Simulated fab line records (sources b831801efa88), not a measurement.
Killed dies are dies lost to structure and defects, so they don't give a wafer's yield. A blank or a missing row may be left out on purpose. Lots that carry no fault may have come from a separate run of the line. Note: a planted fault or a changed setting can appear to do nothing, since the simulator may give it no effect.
Which tool was responsible? + flow sky130 + Sampling: 14 lots, 42 wafers, 4 of 708 route steps

WHAT THE GAUGES SHOWED, per wafer
SKY_NWELL_RS_MEAS_29: uses a four-point probe to measure. Usual: NWELL_RS gives 625.0 ohm/sq (standard deviation 1.7).
| lot  | measured     | on           | NWELL_RS (ohm/sq) | flag |
|------|--------------|--------------|-------------------|------|
| L394 | day 6 01:14  | filmMetro-03 | 625.5 628.0 628.2 |      |
| L397 | day 6 17:26  | filmMetro-02 | 625.7 626.3 625.9 |      |
| L398 | day 6 22:36  | filmMetro-04 | 622.6 622.7 623.0 |      |
| L399 | day 7 02:03  | filmMetro-04 | 622.5 623.6 623.7 |      |
| L400 | day 7 10:21  | filmMetro-04 | 625.0 622.5 624.7 |      |
| L401 | day 7 14:20  | filmMetro-04 | 623.9 622.5 623.0 |      |
| L402 | day 7 20:00  | filmMetro-03 | 626.6 625.6 625.4 |      |
| L403 | day 8 05:07  | filmMetro-02 | 624.1 625.6 624.2 |      |
| L404 | day 8 08:50  | filmMetro-02 | 626.8 626.8 626.7 |      |
| L407 | day 9 03:18  | filmMetro-04 | 628.2 628.6 627.0 |      |
| L411 | day 10 05:17 | filmMetro-03 | 626.9 627.8 627.2 |      |
| L412 | day 10 09:26 | filmMetro-02 | 623.0 624.3 623.1 |      |
| L414 | day 10 17:50 | filmMetro-02 | 623.7 625.0 624.3 |      |
| L415 | day 11 02:52 | filmMetro-02 | 624.8 624.1 623.4 |      |

SKY_SONOS_ONO_THK_MEAS_05. Usual: SONOS_ONO_CVD_04_THK gives 5.72 nm (standard deviation 0.1).
| lot  | measured     | on           | SONOS_ONO_CVD_04_THK (nm) | flag |
|------|--------------|--------------|---------------------------|------|
| L394 | day 12 14:35 | filmMetro-01 | 5.86 5.70 5.72            |      |
| L397 | day 14 00:32 | filmMetro-02 | 5.65 5.51 5.51            |      |
| L398 | day 14 00:31 | filmMetro-04 | 5.65 5.70 5.74            |      |
| L399 | day 14 00:35 | filmMetro-01 | 5.66 5.74 5.60            |      |
| L400 | day 14 07:40 | filmMetro-01 | 5.74 5.77 5.83            |      |
| L401 | day 14 12:36 | filmMetro-02 | 5.60 5.54 5.72            |      |
| L404 | day 15 12:36 | filmMetro-04 | 5.76 5.50 5.62            |      |
| L407 | day 16 08:49 | filmMetro-04 | 5.67 5.84 5.77            |      |
| L411 | day 17 23:56 | filmMetro-04 | 5.55 5.59 5.56            |      |
| L412 | day 18 04:38 | filmMetro-04 | 5.68 5.81 5.82            |      |
| L414 | day 18 14:22 | filmMetro-04 | 5.79 5.68 5.81            |      |
| L415 | day 19 00:41 | filmMetro-04 | 5.65 5.75 5.57            |      |

SKY_SONOS_ONO_OVL_MEAS_14. Usual: SONOS_ONO_OVL gives 0.3 nm (standard deviation 1.5).
| lot  | measured     | on         | SONOS_ONO_OVL (nm) | flag |
|------|--------------|------------|--------------------|------|
| L394 | day 13 15:05 | overlay-02 | -2.1 -1.4 -1.0     |      |
| L397 | day 15 03:01 | overlay-02 | 3.7 2.6 3.6        |      |
| L398 | day 15 03:10 | overlay-02 | 2.5 -0.2 0.1       |      |
| L399 | day 15 03:19 | overlay-02 | 2.3 1.2 1.0        |      |
| L400 | day 15 10:31 | overlay-02 | 1.1 0.7 1.9        |      |
| L401 | day 15 14:31 | overlay-02 | 1.2 -0.9 1.6       |      |
| L404 | day 16 17:14 | overlay-01 | 1.2 -1.7 -0.2      |      |
| L407 | day 17 13:00 | overlay-02 | 1.3 1.8 0.7        |      |
| L411 | day 19 06:15 | overlay-01 | 0.5 0.0 0.4        |      |
| L412 | day 19 11:16 | overlay-02 | 1.7 0.7 1.8        |      |
| L414 | day 19 21:29 | overlay-02 | 2.2 0.3 0.9        |      |
| L415 | day 20 07:11 | overlay-02 | 1.0 1.8 1.9        |      |

TOOL THAT RAN EACH LOT (tool first, then ch and the chambers of the sampled wafers, then the start)
| lot  | SKY_SONOS_TUNNEL_WET_ETCH_10   |
|------|--------------------------------|
| L394 | wetBench-04 ch 2, day 12 08:18 |
| L397 | wetBench-01 ch 1, day 13 06:00 |
| L398 | wetBench-01 ch 1, day 13 12:36 |
| L399 | wetBench-01 ch 2, day 13 14:59 |
| L400 | wetBench-01 ch 3, day 14 00:48 |
| L401 | wetBench-04 ch 1, day 14 07:27 |
| L402 | wetBench-02 ch 2, day 14 15:09 |
| L403 | wetBench-04 ch 3, day 15 00:41 |
| L404 | wetBench-01 ch 0, day 15 07:36 |
| L407 | wetBench-04 ch 0, day 16 03:54 |
| L411 | wetBench-02 ch 3, day 17 17:51 |
| L412 | wetBench-02 ch 3, day 17 23:33 |
| L414 | wetBench-01 ch 0, day 18 09:38 |
| L415 | wetBench-01 ch 2, day 18 20:29 |
- SKY_SONOS_TUNNEL_WET_ETCH_10: etches SiO2 in dHF, target depth 14 nm, time 280 s.

AS READ BY THE TOOLS THEMSELVES (means over the sampled wafers that have a number; for cases with no such wafer, the mark the record gives instead)
SKY_SONOS_TUNNEL_WET_ETCH_10. Usual: bathHeatDutyPct 6.5 %, standard deviation 0.77; runLengthS 308 s, standard deviation 3.4.
| lot  | tool        | bathHeatDutyPct (%) | runLengthS (s) | flag |
|------|-------------|---------------------|----------------|------|
| L394 | wetBench-04 | 6.8                 | 304            |      |
| L397 | wetBench-01 | 6.0                 | 312            |      |
| L398 | wetBench-01 | 5.4                 | 305            |      |
| L399 | wetBench-01 | 6.1                 | 304            |      |
| L400 | wetBench-01 | 6.6                 | 308            |      |
| L401 | wetBench-04 | 5.8                 | 305            |      |
| L402 | wetBench-02 | -                   | -              | OFF  |
| L403 | wetBench-04 | -                   | -              | OFF  |
| L404 | wetBench-01 | 7.8                 | 307            |      |
| L407 | wetBench-04 | 5.3                 | 312            |      |
| L411 | wetBench-02 | 7.1                 | 305            |      |
| L412 | wetBench-02 | 6.8                 | 306            |      |
| L414 | wetBench-01 | 7.4                 | 307            |      |
| L415 | wetBench-01 | 6.1                 | 313            |      |

THE ANSWER, worked out from the rows above alone
Rule: lot off if the mean of its wafers having a number is beyond 3 standard deviations from the usual mean. Also off: a lot with no number at a reading for which 4 or more lots have one. The other lots that the step has rows for count as sound. The gauges are gone through in route order, then the tools' own readings, and for those a lot's mean is taken as printed above. The first step at which some lot is off is used, and at that step the reading that is off furthest; a lot without a number counts as furthest.
Off: L402, L403 (SKY_SONOS_TUNNEL_WET_ETCH_10, bathHeatDutyPct). Without a number there: L402, L403.
A tool fits if, at that step or a process step before it, it ran every lot that is off, and no sound lot after the first of them. None of those tried fits.

WHAT THE SIMULATOR PUT IN
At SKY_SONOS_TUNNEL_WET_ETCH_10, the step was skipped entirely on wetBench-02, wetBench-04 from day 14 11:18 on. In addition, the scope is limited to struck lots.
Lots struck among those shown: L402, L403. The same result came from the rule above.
